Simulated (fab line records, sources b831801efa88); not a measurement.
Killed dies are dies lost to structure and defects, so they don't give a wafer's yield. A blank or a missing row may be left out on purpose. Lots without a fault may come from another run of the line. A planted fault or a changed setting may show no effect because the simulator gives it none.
Tool commonality check | flow sky130 | 15 lots, 45 wafers sampled

WHY IT WAS OPENED
At SKY_METAL2_CD_MEAS_15 the reading cd_nm is flagged on 3 of 15 lots. Wafers without a fault read 140.3 nm, standard deviation 1.4.
Rule: a lot is flagged when every wafer of it that has a number lies more than 4 standard deviations from that mean, or none has a number. The other lots count as sound.

lot  | measured     | on        | cd_nm (nm), wafer by wafer | flag
L746 | day 35 12:52 | cd_sem-02 | 139.5 140.5 141.1          |
L747 | day 35 23:27 | cd_sem-02 | 140.1 138.8 139.3          |
L748 | day 36 06:27 | cd_sem-02 | 140.7 140.0 141.1          |
L749 | day 37 00:02 | cd_sem-02 | 141.6 140.9 141.3          |
L750 | day 37 00:17 | cd_sem-02 | 142.7 142.7 141.5          |
L755 | day 39 06:13 | cd_sem-01 | 141.3 139.6 138.9          |
L758 | day 39 12:28 | cd_sem-01 | 139.5 141.8 141.0          |
L757 | day 39 13:08 | cd_sem-02 | 214.7 214.7 214.4          | FLAGGED
L759 | day 40 01:20 | cd_sem-02 | 211.6 212.9 212.6          | FLAGGED
L760 | day 40 03:31 | cd_sem-02 | 199.5 198.2 198.9          | FLAGGED
L761 | day 40 13:30 | cd_sem-01 | 138.8 140.5 140.0          |
L765 | day 41 09:07 | cd_sem-01 | 141.1 142.7 141.3          |
L766 | day 42 09:19 | cd_sem-02 | 139.2 138.1 140.3          |
L768 | day 42 10:44 | cd_sem-02 | 141.8 141.0 141.2          |
L769 | day 42 11:40 | cd_sem-02 | 141.6 142.0 142.2          |
The numbers of the flagged lots are 208.6 nm on average: +68.3 nm against the usual, or +49 standard deviations.

WHICH TOOL RAN EACH LOT
The record holds 3 process steps before the reading, out of a route of 708 steps. In each cell: the tool, then ch and the chambers that the sampled wafers went through, then the start.
lot  | flag    | SKY_METAL1_SPUTTER_00        | SKY_METAL1_SPUTTER_04        | SKY_METAL2_EXPOSE_12
L746 |         | pvd_sputter-04, day 32 01:10 | pvd_sputter-04, day 32 01:16 | krf_scanner-01 ch 0, day 34 23:40
L747 |         | pvd_sputter-04, day 32 10:58 | pvd_sputter-04, day 32 11:03 | krf_scanner-02 ch 0, day 35 10:22
L748 |         | pvd_sputter-03, day 32 18:40 | pvd_sputter-03, day 32 18:46 | krf_scanner-02 ch 0, day 35 17:37
L749 |         | pvd_sputter-03, day 33 11:52 | pvd_sputter-03, day 33 11:58 | krf_scanner-01 ch 0, day 36 10:49
L750 |         | pvd_sputter-04, day 33 12:23 | pvd_sputter-04, day 33 12:28 | krf_scanner-01 ch 0, day 36 11:07
L755 |         | pvd_sputter-04, day 35 19:50 | pvd_sputter-04, day 35 19:55 | krf_scanner-02 ch 0, day 38 17:17
L758 |         | pvd_sputter-03, day 36 03:58 | pvd_sputter-03, day 36 04:03 | krf_scanner-01 ch 0, day 39 00:37
L757 | FLAGGED | pvd_sputter-02, day 36 05:16 | pvd_sputter-02, day 36 05:22 | krf_scanner-02 ch 0, day 39 01:13
L759 | FLAGGED | pvd_sputter-03, day 36 16:37 | pvd_sputter-03, day 36 16:43 | krf_scanner-02 ch 0, day 39 12:46
L760 | FLAGGED | pvd_sputter-04, day 36 19:10 | pvd_sputter-04, day 36 19:15 | krf_scanner-02 ch 0, day 39 15:03
L761 |         | pvd_sputter-04, day 37 05:23 | pvd_sputter-04, day 37 05:29 | krf_scanner-01 ch 0, day 40 01:27
L765 |         | pvd_sputter-03, day 38 03:26 | pvd_sputter-03, day 38 03:31 | krf_scanner-01 ch 0, day 40 21:35
L766 |         | pvd_sputter-02, day 39 03:22 | pvd_sputter-02, day 39 03:28 | krf_scanner-01 ch 0, day 41 21:08
L768 |         | pvd_sputter-02, day 39 07:16 | pvd_sputter-02, day 39 07:22 | krf_scanner-01 ch 0, day 41 22:31
L769 |         | pvd_sputter-04, day 39 07:28 | pvd_sputter-04, day 39 07:33 | krf_scanner-01 ch 0, day 41 23:37
What these steps do:
- SKY_METAL1_SPUTTER_00: material Ti, target thk 15 nm, time 10 s.
- SKY_METAL1_SPUTTER_04: material TiN, target thk 70 nm, time 58.3 s.
- SKY_METAL2_EXPOSE_12: exposes mask MM2, target cd 140 nm.
- SKY_METAL2_CD_MEAS_15: target cd 140 nm.

FLAGGED OVER TOTAL, TOOL BY TOOL (the gauges that took the reading come last)
step                  | tool           | lots run | flagged | share of the flagged lots | sound lots run after its first flagged lot
SKY_METAL1_SPUTTER_00 | pvd_sputter-02 | 3        | 1       | some                      | 2 (L766,L768)
SKY_METAL1_SPUTTER_00 | pvd_sputter-03 | 5        | 1       | some                      | 1 (L765)
SKY_METAL1_SPUTTER_00 | pvd_sputter-04 | 7        | 1       | some                      | 2 (L761,L769)
SKY_METAL1_SPUTTER_04 | pvd_sputter-02 | 3        | 1       | some                      | 2 (L766,L768)
SKY_METAL1_SPUTTER_04 | pvd_sputter-03 | 5        | 1       | some                      | 1 (L765)
SKY_METAL1_SPUTTER_04 | pvd_sputter-04 | 7        | 1       | some                      | 2 (L761,L769)
SKY_METAL2_EXPOSE_12  | krf_scanner-01 | 9        | 0       | none                      | -
SKY_METAL2_EXPOSE_12  | krf_scanner-02 | 6        | 3       | all                       | 0
SKY_METAL2_CD_MEAS_15 | cd_sem-01      | 4        | 0       | none                      | -
SKY_METAL2_CD_MEAS_15 | cd_sem-02      | 11       | 3       | all                       | 3 (L766,L768,L769)

WHAT THE TABLE ALLOWS
2 rows of the table ran every flagged lot: krf_scanner-02 at SKY_METAL2_EXPOSE_12, cd_sem-02 at SKY_METAL2_CD_MEAS_15.
- krf_scanner-02 at SKY_METAL2_EXPOSE_12: 3 of its 6 lots flagged. Its last sound lot is L755 (day 38 17:17), its first flagged lot L757 (day 39 01:13): a fault that began between those two fits. Its own readings lie more than 4 standard deviations out on every wafer of the flagged lots: exposure_dose_mJ_cm2.
- cd_sem-02 at SKY_METAL2_CD_MEAS_15: 3 of its 11 lots flagged. Sound lots ran on it after the first flagged one (L766, L768, L769), which a lasting fault on the whole tool wouldn't allow.
One tool is left: krf_scanner-02 at SKY_METAL2_EXPOSE_12.

WHAT THE SIMULATOR HAD PUT IN
Process parameter drift: krf_scanner-02, from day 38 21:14 on, at SKY_METAL2_EXPOSE_12. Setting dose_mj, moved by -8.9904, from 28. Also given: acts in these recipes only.
Lots struck among those shown: L757, L759, L760. The rule above found the same.
